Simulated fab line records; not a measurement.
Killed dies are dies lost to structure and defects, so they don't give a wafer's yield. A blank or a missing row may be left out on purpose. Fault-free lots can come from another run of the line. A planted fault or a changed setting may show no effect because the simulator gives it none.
Which tool is to blame? :: flow gf180mcu :: 36 wafers from 12 lots sampled at 6 of the route's 602 steps

## WHAT EACH GAUGE READ, for each wafer
GF_CONTACT_CD_MEAS_14 targets a cd of 220 nm. Usual: cdNm at 220.6 nm, with a standard deviation of 1.4.
lot: L511
measured: day 16 04:51
on: cdSem-02
cdNm (nm): 220.4 220.0 220.3
flag: 

lot: L512
measured: day 16 15:22
on: cdSem-01
cdNm (nm): 221.4 221.7 220.9
flag: 

lot: L513
measured: day 16 19:39
on: cdSem-02
cdNm (nm): 220.2 221.0 220.5
flag: 

lot: L515
measured: day 17 14:13
on: cdSem-02
cdNm (nm): 217.5 217.1 218.2
flag: 

lot: L517
measured: day 18 06:08
on: cdSem-01
cdNm (nm): 220.7 221.3 220.5
flag: 

lot: L518
measured: day 18 21:00
on: cdSem-01
cdNm (nm): 219.3 219.4 220.2
flag: 

lot: L519
measured: day 18 22:57
on: cdSem-02
cdNm (nm): 219.2 220.0 219.7
flag: 

lot: L528
measured: day 23 03:48
on: cdSem-02
cdNm (nm): 220.6 221.2 221.5
flag: 

lot: L529
measured: day 23 03:57
on: cdSem-01
cdNm (nm): 219.8 219.6 220.1
flag: 

lot: L532
measured: day 23 21:59
on: cdSem-01
cdNm (nm): 222.9 222.8 222.3
flag: 

lot: L534
measured: day 24 08:28
on: cdSem-02
cdNm (nm): 222.4 222.5 222.1
flag: 

lot: L533
measured: day 24 10:01
on: cdSem-02
cdNm (nm): 220.6 220.1 219.7
flag: 

GF_V1_THK_MEAS_01. Usual: V1_CVD_00_THK typically reads 600 nm, with standard deviation 8.3.
lot: L511
measured: day 17 05:19
on: filmMetro-03
V1_CVD_00_THK (nm): 593 602 591
flag: 

lot: L512
measured: day 17 16:25
on: filmMetro-01
V1_CVD_00_THK (nm): 615 606 611
flag: 

lot: L513
measured: day 17 21:31
on: filmMetro-04
V1_CVD_00_THK (nm): 595 594 596
flag: 

lot: L515
measured: day 18 16:40
on: filmMetro-04
V1_CVD_00_THK (nm): 589 595 588
flag: 

lot: L517
measured: day 19 09:05
on: filmMetro-01
V1_CVD_00_THK (nm): 1170 1176 1183
flag: OFF

lot: L518
measured: day 19 23:41
on: filmMetro-03
V1_CVD_00_THK (nm): 602 596 604
flag: 

lot: L519
measured: day 20 01:50
on: filmMetro-04
V1_CVD_00_THK (nm): 1213 1212 1208
flag: OFF

lot: L528
measured: day 24 04:58
on: filmMetro-01
V1_CVD_00_THK (nm): 1185 1196 1197
flag: OFF

lot: L529
measured: day 24 04:49
on: filmMetro-04
V1_CVD_00_THK (nm): 613 604 601
flag: 

lot: L532
measured: day 24 22:46
on: filmMetro-04
V1_CVD_00_THK (nm): 607 612 597
flag: 

lot: L534
measured: day 25 08:26
on: filmMetro-04
V1_CVD_00_THK (nm): 596 607 598
flag: 

lot: L533
measured: day 25 10:08
on: filmMetro-03
V1_CVD_00_THK (nm): 605 592 591
flag: 

GF_V1_BOW_MEAS_05. Usual: V1_BOW typically reads 82 um, with standard deviation 7.7.
lot: L511
measured: day 17 05:51
on: filmMetro-03
V1_BOW (um): 78 81 73
flag: 

lot: L512
measured: day 17 16:55
on: filmMetro-03
V1_BOW (um): 90 89 80
flag: 

lot: L513
measured: day 17 22:02
on: filmMetro-03
V1_BOW (um): 76 65 87
flag: 

lot: L515
measured: day 18 17:10
on: filmMetro-03
V1_BOW (um): 78 78 78
flag: 

lot: L517
measured: day 19 09:41
on: filmMetro-03
V1_BOW (um): 107 99 117
flag: OFF

lot: L518
measured: day 20 00:12
on: filmMetro-03
V1_BOW (um): 98 97 77
flag: 

lot: L519
measured: day 20 02:55
on: filmMetro-01
V1_BOW (um): 113 127 103
flag: OFF

lot: L528
measured: day 24 05:28
on: filmMetro-01
V1_BOW (um): 100 107 118
flag: OFF

lot: L529
measured: day 24 05:20
on: filmMetro-04
V1_BOW (um): 99 93 93
flag: 

lot: L532
measured: day 24 23:16
on: filmMetro-01
V1_BOW (um): 80 80 78
flag: 

lot: L534
measured: day 25 08:56
on: filmMetro-04
V1_BOW (um): 87 88 92
flag: 

lot: L533
measured: day 25 10:38
on: filmMetro-04
V1_BOW (um): 79 85 88
flag: 

## EACH LOT AND THE TOOL THAT RAN IT (in order: tool; ch and the chambers of the sampled wafers; start)
lot: L511
GF_CONTACT_CVD_24: cvdW-02 ch 0,1, day 16 05:35
GF_M1_SPUTTER_00: pvdSputter-02, day 16 06:10
GF_V1_CVD_00: hdpcvd-02 ch 0,2, day 17 05:15

lot: L512
GF_CONTACT_CVD_24: cvdW-02 ch 0,1, day 16 16:04
GF_M1_SPUTTER_00: pvdSputter-02, day 16 16:39
GF_V1_CVD_00: hdpcvd-01 ch 0,2, day 17 16:19

lot: L513
GF_CONTACT_CVD_24: cvdW-01 ch 0,1, day 16 20:22
GF_M1_SPUTTER_00: pvdSputter-01, day 16 20:54
GF_V1_CVD_00: hdpcvd-02 ch 0,1,2, day 17 21:25

lot: L515
GF_CONTACT_CVD_24: cvdW-02 ch 0,1, day 17 14:56
GF_M1_SPUTTER_00: pvdSputter-02, day 17 15:31
GF_V1_CVD_00: hdpcvd-02 ch 0,1,2, day 18 16:35

lot: L517
GF_CONTACT_CVD_24: cvdW-02 ch 0,1, day 18 06:52
GF_M1_SPUTTER_00: pvdSputter-02, day 18 07:26
GF_V1_CVD_00: hdpcvd-02 ch 0,1,2, day 19 08:46

lot: L518
GF_CONTACT_CVD_24: cvdW-02 ch 1, day 18 21:43
GF_M1_SPUTTER_00: pvdSputter-01, day 18 22:18
GF_V1_CVD_00: hdpcvd-01 ch 0,1, day 19 23:37

lot: L519
GF_CONTACT_CVD_24: cvdW-02 ch 0,1, day 18 23:40
GF_M1_SPUTTER_00: pvdSputter-02, day 19 00:15
GF_V1_CVD_00: hdpcvd-01 ch 0,2, day 20 01:31

lot: L528
GF_CONTACT_CVD_24: cvdW-02 ch 0,1, day 23 04:31
GF_M1_SPUTTER_00: pvdSputter-03, day 23 05:08
GF_V1_CVD_00: hdpcvd-02 ch 0,1,2, day 24 04:40

lot: L529
GF_CONTACT_CVD_24: cvdW-01 ch 0,1, day 23 04:40
GF_M1_SPUTTER_00: pvdSputter-01, day 23 05:26
GF_V1_CVD_00: hdpcvd-01 ch 0,1,2, day 24 04:45

lot: L532
GF_CONTACT_CVD_24: cvdW-01 ch 0,1, day 23 22:42
GF_M1_SPUTTER_00: pvdSputter-02, day 23 23:17
GF_V1_CVD_00: hdpcvd-01 ch 0,1,2, day 24 22:42

lot: L534
GF_CONTACT_CVD_24: cvdW-02 ch 1, day 24 09:10
GF_M1_SPUTTER_00: pvdSputter-02, day 24 09:45
GF_V1_CVD_00: hdpcvd-01 ch 0,2, day 25 08:22

lot: L533
GF_CONTACT_CVD_24: cvdW-01 ch 0,1, day 24 10:43
GF_M1_SPUTTER_00: pvdSputter-03, day 24 11:18
GF_V1_CVD_00: hdpcvd-02 ch 0,1,2, day 25 10:04
- GF_CONTACT_CVD_24: deposits W, target thk 300 nm, time 90.339 s.
- GF_M1_SPUTTER_00: material Ti, target thk 37.5 nm, time 150 s.
- GF_V1_CVD_00: deposits SiO2, target thk 600 nm, time 100 s.

## AS READ BY THE TOOLS THEMSELVES (means over the sampled wafers that have a number; for cases with no such wafer, the mark the record gives instead)
GF_CONTACT_CVD_24. Usual: heaterPowerOuterW 484 W, standard deviation 24; heaterPowerW 817 W, standard deviation 46.
lot: L511
tool: cvdW-02
heaterPowerOuterW (W): 473
heaterPowerW (W): 782
flag: 

lot: L512
tool: cvdW-02
heaterPowerOuterW (W): 470
heaterPowerW (W): 796
flag: 

lot: L513
tool: cvdW-01
heaterPowerOuterW (W): 533
heaterPowerW (W): 910
flag: 

lot: L515
tool: cvdW-02
heaterPowerOuterW (W): 480
heaterPowerW (W): 785
flag: 

lot: L517
tool: cvdW-02
heaterPowerOuterW (W): 474
heaterPowerW (W): 791
flag: 

lot: L518
tool: cvdW-02
heaterPowerOuterW (W): 490
heaterPowerW (W): 770
flag: 

lot: L519
tool: cvdW-02
heaterPowerOuterW (W): 476
heaterPowerW (W): 807
flag: 

lot: L528
tool: cvdW-02
heaterPowerOuterW (W): 476
heaterPowerW (W): 815
flag: 

lot: L529
tool: cvdW-01
heaterPowerOuterW (W): 478
heaterPowerW (W): 824
flag: 

lot: L532
tool: cvdW-01
heaterPowerOuterW (W): 485
heaterPowerW (W): 832
flag: 

lot: L534
tool: cvdW-02
heaterPowerOuterW (W): 492
heaterPowerW (W): 782
flag: 

lot: L533
tool: cvdW-01
heaterPowerOuterW (W): 495
heaterPowerW (W): 857
flag: 

GF_M1_SPUTTER_00. Usual: throttleValvePct at 30.1 %, with a standard deviation of 0.92.
lot: L511
tool: pvdSputter-02
throttleValvePct (%): 30.3
flag: 

lot: L512
tool: pvdSputter-02
throttleValvePct (%): 30.7
flag: 

lot: L513
tool: pvdSputter-01
throttleValvePct (%): 30.2
flag: 

lot: L515
tool: pvdSputter-02
throttleValvePct (%): 29.8
flag: 

lot: L517
tool: pvdSputter-02
throttleValvePct (%): 30.2
flag: 

lot: L518
tool: pvdSputter-01
throttleValvePct (%): 30.4
flag: 

lot: L519
tool: pvdSputter-02
throttleValvePct (%): 30.5
flag: 

lot: L528
tool: pvdSputter-03
throttleValvePct (%): 29.7
flag: 

lot: L529
tool: pvdSputter-01
throttleValvePct (%): 30.6
flag: 

lot: L532
tool: pvdSputter-02
throttleValvePct (%): 30.3
flag: 

lot: L534
tool: pvdSputter-02
throttleValvePct (%): 29.8
flag: 

lot: L533
tool: pvdSputter-03
throttleValvePct (%): 28.5
flag: 

GF_V1_CVD_00. Usual: pressureMtorr at 6.002 mTorr, with a standard deviation of 0.013.
lot: L511
tool: hdpcvd-02
pressureMtorr (mTorr): 6.004
flag: 

lot: L512
tool: hdpcvd-01
pressureMtorr (mTorr): 6.008
flag: 

lot: L513
tool: hdpcvd-02
pressureMtorr (mTorr): 5.999
flag: 

lot: L515
tool: hdpcvd-02
pressureMtorr (mTorr): 6.011
flag: 

lot: L517
tool: hdpcvd-02
pressureMtorr (mTorr): 6.000
flag: 

lot: L518
tool: hdpcvd-01
pressureMtorr (mTorr): 6.012
flag: 

lot: L519
tool: hdpcvd-01
pressureMtorr (mTorr): 5.997
flag: 

lot: L528
tool: hdpcvd-02
pressureMtorr (mTorr): 5.997
flag: 

lot: L529
tool: hdpcvd-01
pressureMtorr (mTorr): 5.997
flag: 

lot: L532
tool: hdpcvd-01
pressureMtorr (mTorr): 5.999
flag: 

lot: L534
tool: hdpcvd-01
pressureMtorr (mTorr): 5.993
flag: 

lot: L533
tool: hdpcvd-02
pressureMtorr (mTorr): 5.999
flag: 

## THE ANSWER, worked out from the rows above alone
Rule: a lot is off if the mean of its wafers that have a number lies more than 3 standard deviations from the usual mean. A lot without any number at a reading at which 4 lots or more have one is off too. Where the step has rows for the other lots, those lots are counted as sound. Order of review: gauges by route order, followed by the tools' own readings, for which a lot's mean as printed above is used. The first step at which some lot is off is used, and at that step the reading that is off furthest; a lot without a number counts as furthest.
Off: L517, L519, L528, seen at GF_V1_THK_MEAS_01 (V1_CVD_00_THK).
A tool fits if, at a process step before that reading, it ran every lot that is off, and no sound lot after the first of them. Gauges at GF_V1_THK_MEAS_01: tried the same way as those tools. No candidate that was tried fits.

## WHAT THE SIMULATOR HAD PUT IN
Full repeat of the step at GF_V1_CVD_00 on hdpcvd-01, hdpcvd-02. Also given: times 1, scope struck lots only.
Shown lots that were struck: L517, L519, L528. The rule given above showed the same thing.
